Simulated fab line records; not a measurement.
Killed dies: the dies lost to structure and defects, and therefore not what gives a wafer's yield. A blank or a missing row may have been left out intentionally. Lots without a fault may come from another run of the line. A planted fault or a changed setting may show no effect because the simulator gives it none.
The same fault as seen by 2 desks | flow sfqLine | what lay behind the numbers comes last; until then each desk has only its own

## AT THE METROLOGY DESK
Means of the sampled wafers that have a number, per lot and without regard to the tool the lot ran on: this is what the gauges read. Marked OUT: a lot whose mean sits more than 4 standard deviations from the usual mean, which makes it out of limits; the brackets give that distance.
Columns: A = M6_OVL at SFQ_M6_OVL_MEAS_940, usual -2 nm; B = I6_BOW at SFQ_I6_BOW_MEAS_941, usual 3 um; C = I6_OVL at SFQ_I6_OVL_MEAS_942, usual -1 nm
lot  | first seen here | A  | B  | C
L879 | day 64 03:05    | -3 | 8  | -7
L880 | day 64 05:29    | -2 | 16 | -9
L881 | day 69 01:31    | -3 | 1  | -8
L882 | day 69 07:26    | -3 | -6 | 7
L885 | day 71 02:39    | 1  | 17 | 2
L886 | day 71 09:58    | -3 | 5  | -8
L887 | day 71 12:22    | -6 | 0  | -6
This desk's verdict: no lot among the 7 shows anything out of limits.

## AT THE TOOL OWNER'S DESK: krfScanner-02
The tool's own readings at SFQ_TRILAYER_I6_VIA_LITHO_EXPOSE_170 (exposes mask I6, target cd 700 nm): means of the sampled wafers that have a number, for each lot that ran on this tool. Marked OUT: a lot whose mean sits more than 4 standard deviations from the usual mean, which makes it out of limits; the brackets give that distance.
Columns: A = exposureDoseMJCm2 at SFQ_TRILAYER_I6_VIA_LITHO_EXPOSE_170, usual 21.299
lot  | first seen here | A
L879 | day 69 18:08    | 21.325
L880 | day 69 20:44    | 21.311
L881 | day 73 15:24    | 21.299
L882 | day 73 22:36    | 21.312
L885 | day 76 03:44    | 21.293
L886 | day 76 10:20    | 21.327
L887 | day 76 12:44    | 21.291
This desk's verdict: no lot among the 7 shows anything out of limits.

## BROUGHT TOGETHER
At the metrology desk, nothing out of limits was observed.
The desk of the tool owner found nothing out of limits.

## WHAT THE SIMULATOR HAD INSERTED
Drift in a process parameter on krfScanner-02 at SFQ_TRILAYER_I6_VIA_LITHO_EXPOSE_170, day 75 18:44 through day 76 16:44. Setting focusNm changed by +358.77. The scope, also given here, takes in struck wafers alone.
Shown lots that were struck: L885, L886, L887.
